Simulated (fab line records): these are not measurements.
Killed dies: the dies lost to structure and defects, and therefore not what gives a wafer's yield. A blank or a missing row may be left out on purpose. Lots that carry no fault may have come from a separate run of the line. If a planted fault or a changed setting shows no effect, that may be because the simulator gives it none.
Chamber matching	flow gf180mcu	rie diel-01 running GF_V2_ETCH_16: 4 sister chambers
The step etches BARC in N2/H2. 8 wafers are shown with their chamber, then 10 later ones without.

== EACH WAFER AND ITS CHAMBER ==
wafer	chamber	oes product au (a.u.)	throttle valve pct (%)
L085.1	2	0.857	13.239
L084.3	0	0.852	13.230
L084.5	1	0.853	13.227
L087.1	3	0.856	13.227
L087.3	1	0.853	13.224
L087.4	2	0.853	13.222
L088.3	3	0.860	13.220
L088.4	0	0.860	13.217

== WAFERS MISSING THEIR CHAMBER ==
wafer	oes product au (a.u.)	throttle valve pct (%)
L088.6	0.857	13.224
L090.1	0.857	13.216
L090.4	0.864	13.235
L090.6	0.857	13.215
L093.1	0.859	13.235
L093.2	0.853	13.222
L093.5	0.845	13.227
L096.1	0.850	13.234
L096.2	0.852	13.217
L096.6	0.852	13.243

== WHICH CHAMBER EACH ONE RAN IN ==
wafer	from the rows above	in truth
L088.6	can't be placed: 0 or 3 or 2 or 1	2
L090.1	can't be placed: 0 or 3 or 1 or 2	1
L090.4	can't be placed: 3 or 2 or 0 or 1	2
L090.6	can't be placed: 0 or 3 or 1 or 2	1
L093.1	can't be placed: 2 or 3 or 0 or 1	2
L093.2	can't be placed: 1 or 0 or 2 or 3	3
L093.5	can't be placed: 1 or 2 or 0 or 3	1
L096.1	can't be placed: 1 or 2 or 0 or 3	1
L096.2	can't be placed: 1 or 0 or 2 or 3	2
L096.6	can't be placed: 2 or 1 or 0 or 3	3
Correctly placed: 0 of 10. Unplaceable from these rows: 10, with the true chamber sitting among the candidates in 10. Wrongly placed: 0.
How it was worked out, from the rows above alone: a wafer's distance from a chamber is the root of the sum, over the readings, of the square of ((its reading less the chamber's mean) divided by the reading's scatter). If the next closest chamber is less than 2 further off than the closest, the wafer can't be placed; otherwise it belongs to the closest. The mean given for a chamber averages the wafers shown for that chamber. The scatter is the square root of a quotient: the sum, over the shown wafers, of each reading's squared deviation from its chamber's mean, divided by wafers minus chambers.
